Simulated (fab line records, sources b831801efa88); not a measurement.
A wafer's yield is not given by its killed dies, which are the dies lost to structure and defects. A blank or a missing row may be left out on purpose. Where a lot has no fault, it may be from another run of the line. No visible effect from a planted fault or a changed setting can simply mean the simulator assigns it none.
A struck lot beside a sound one ; flow sky130 ; 43 out of 708 route steps
Sound: these wafers, L339.4, L339.5, L339.6. Wafers struck: L356.3, L356.5, L356.6. At the end, the cause is stated.
Each step with rows lists, per side, the tool, then ch with its chambers, then its first start. Under that, the readings that differ: sound wafers ; struck wafers ; difference of the means ; sigmas: that difference in standard deviations of wafers without a fault.
alike: a reading whose means differ by less than 2 such deviations, as well as words and numbers matching on both sides. not compared: withheld readings; readings where some wafer has no value; bounds like >300 that might hide an equal value; numbers whose values overlap and for which the record gives no deviation.
The two part at a step that has a row with sigmas, a row that says differs or no value, or rows on one side only. Numbers that don't overlap but have no deviation are shown without sigmas and don't part them. A reading that every wafer of one side lacks parts them only if that side has two wafers or more.

first, 4 steps without rows for these wafers: SKY_VIA2_STRIP_17 (strips in post etch residue remover, time 1200 s); SKY_VIA2_CLEAN_18 (cleans in IPA, time 180 s); SKY_VIA2_CLEAN_19 (cleans in O3/DIW); SKY_VIA2_SPUTTER_20 (material TiN, target thk 20 nm, time 80 s).
SKY_VIA2_CVD_21: deposits W, target thk 420 nm, time 126.4 s.
  sound on cvd w-01 ch 0,1, day 36 23:19; struck on cvd w-02 ch 0,1, day 41 18:40
reading;sound;struck;difference;sigmas
heater power w (W);954 954 954;815 920 816;-104;-2
SKY_VIA2_RS_MEAS_22: uses a four-point probe to measure.
  sound on film metro-03 at day 36 23:28; struck on film metro-01 at day 41 18:47
  alike: VIA2_W_RS
SKY_VIA2_THK_MEAS_23: measures by xrf.
  sound on film metro-03 at day 36 23:34; struck on film metro-01 at day 41 18:53
  alike: VIA2_W_THK
SKY_VIA2_CMP_24: polishes, stops on SiO2, t overpolish 20 s, target thk 0 nm.
  sound on cmp-01 ch 0,1,2, day 36 23:44; struck on cmp-02 ch 0,1,2, day 41 19:02
  alike: motor current A, overpolish run s, slurry flow ml min, time to endpoint s
then, 1 step without rows for these wafers: SKY_METAL3_SPUTTER_00 (material Ti, target thk 15 nm, time 10 s).
SKY_METAL3_SPUTTER_01: material TiN, target thk 20 nm, time 16.7 s.
  sound on pvd sputter-01 at day 36 23:55; struck on pvd sputter-02 at day 41 19:15
  alike: cathode dc power W, chamber pressure pa, throttle valve pct
SKY_METAL3_SPUTTER_02: material AlCu, target thk 735 nm, time 39.1 s.
  sound on pvd sputter-01 at day 36 23:56; struck on pvd sputter-02 at day 41 19:17
  alike: cathode dc power W, chamber pressure pa, throttle valve pct
then, 1 step without rows for these wafers: SKY_METAL3_SPUTTER_03 (material Ti, target thk 5 nm, time 3.3 s).
SKY_METAL3_SPUTTER_04: material TiN, target thk 70 nm, time 58.3 s.
  sound on pvd sputter-01 at day 36 23:59; struck on pvd sputter-02 at day 41 19:20
  alike: cathode dc power W, chamber pressure pa, throttle valve pct
then, 1 step without rows for these wafers: SKY_CAPM_CVD_00 (deposits SiO2, target thk 15.5 nm).
SKY_CAPM_THK_MEAS_01:
  sound on film metro-01 at day 37 00:05; struck on film metro-04 at day 41 19:26
  alike: CAPM_CVD_00_THK
then, 1 step without rows for these wafers: SKY_CAPM_SPUTTER_02 (material TiN, target thk 200 nm, time 166.7 s).
SKY_CAPM_RS_MEAS_03: uses a four-point probe to measure.
  sound on film metro-04 at day 37 00:17; struck on film metro-01 at day 41 19:38
reading;sound;struck;difference;sigmas
CAPM_TIN_RS (ohm/sq);7.01 7.01 6.90;7.26 7.06 7.19;+0.20;+2
SKY_CAPM_THK_MEAS_04: measures by xrf.
  sound on film metro-04 at day 37 00:23; struck on film metro-01 at day 41 19:44
reading;sound;struck;difference;sigmas
CAPM_TIN_THK (nm);200.2 201.2 203.5;193.9 199.3 194.8;-5.6;-2
then, 7 steps without rows for these wafers: SKY_CAPM_DEHYDRATE_05 (time 60 s); SKY_CAPM_HMDS_06 (prime time 60 s); SKY_CAPM_COAT_07 (resist thk 1140 nm); SKY_CAPM_SOFTBAKE_08 (time 60 s); SKY_CAPM_EXPOSE_09 (exposes mask CAPM, target cd 1000 nm); SKY_CAPM_PEB_10; SKY_CAPM_DEVELOP_11 (develop time 60 s).
SKY_CAPM_OVL_MEAS_12:
  sound on overlay-02 at day 38 01:40; struck on overlay-01 at day 42 17:57
  alike: CAPM_OVL
SKY_CAPM_METAL_ETCH_13: etches TiN in Cl2/BCl3, stops on SiO2, target depth 220 nm, time 62.9 s.
  sound on rie metal-02 ch 0, day 38 01:46; struck on rie metal-02 ch 0,1, day 42 18:00
  alike: drypump motor current A, oes product au, throttle valve pct
  not compared: rf hours counter h
then, 12 steps without rows for these wafers: SKY_CAPM_STRIP_14 (strips in O2/N2); SKY_CAPM_STRIP_15 (strips in post etch residue remover, time 1200 s); SKY_CAPM_CLEAN_16 (cleans in IPA, time 180 s); SKY_CAPM_CLEAN_17 (cleans in O3/DIW); SKY_METAL3_DEHYDRATE_05 (time 60 s); SKY_METAL3_HMDS_06 (prime time 60 s); SKY_METAL3_COAT_07 (resist thk 60 nm); SKY_METAL3_COAT_08 (resist thk 1140 nm); SKY_METAL3_SOFTBAKE_09 (time 90 s); SKY_METAL3_EXPOSE_10 (exposes mask MM3, target cd 300 nm); SKY_METAL3_PEB_11; SKY_METAL3_DEVELOP_12 (develop time 60 s).
SKY_METAL3_CD_MEAS_13: target cd 300 nm.
  sound on cd sem-01 at day 39 03:46; struck on cd sem-02 at day 43 17:21
reading;sound;struck;difference;sigmas
cd nm (nm);303.1 303.5 303.0;297.7 296.4 297.3;-6.1;-3
SKY_METAL3_OVL_MEAS_14:
  sound on overlay-01 at day 39 03:50; struck on overlay-01 at day 43 17:26
  alike: METAL3_OVL
then, 1 step without rows for these wafers: SKY_METAL3_DESCUM_15 (chemistry O2, time 8 s).
-- the record jumps here: 6 days lie between the struck wafers' starts before and after (it left off in module METAL3 and takes up again in module PAD_OPEN, whose first step shown is number 708 of the route) --
SKY_PAD_OPEN_PROBE_99:
  sound on prober-02 at day 46 04:12; struck on prober-02 at day 49 22:23
reading;sound;struck;difference;sigmas
defect limited yield (%);84.6 83.7 82.9;70.9 70.5 69.7;-13.4;-8
killed_at_M0_to_M3;34 41 48;99 109 110;+65;+10
killed dies;76 80 84;143 145 149;+66;+8
sort_bin_3_pad_short (%);0.6 0.8 0.8;4.7 5.1 4.5;+4.0;+10
sort_bin_5_function (%);8.1 10.6 9.6;17.3 18.9 17.9;+8.6;+6
sort n pass;416 412 408;349 347 343;-66;-8
sort yield pct (%);84.6 83.7 82.9;70.9 70.5 69.7;-13.4;-8
model.etest.tester.sort n pass;416 412 408;349 347 343;-66;
model.etest.tester.sort yield pct (%);84.55 83.74 82.93;70.94 70.53 69.72;-13.34;
model.etest.tester.sort_bin_5_pct (%);8.13 10.57 9.553;17.28 18.9 17.89;+8.61;
model.etest.tester.sort_bin_3_pct (%);0.6098 0.813 0.813;4.675 5.081 4.472;+3.997;
  alike: killed_at_M4_up, killed at contacts, killed at front end, killed at other, killed open, killed short, sort_bin_6_memory

## WHERE THEY PART
First at SKY_VIA2_CVD_21; last, within this record, at SKY_PAD_OPEN_PROBE_99.

WHY: what the simulator had put in
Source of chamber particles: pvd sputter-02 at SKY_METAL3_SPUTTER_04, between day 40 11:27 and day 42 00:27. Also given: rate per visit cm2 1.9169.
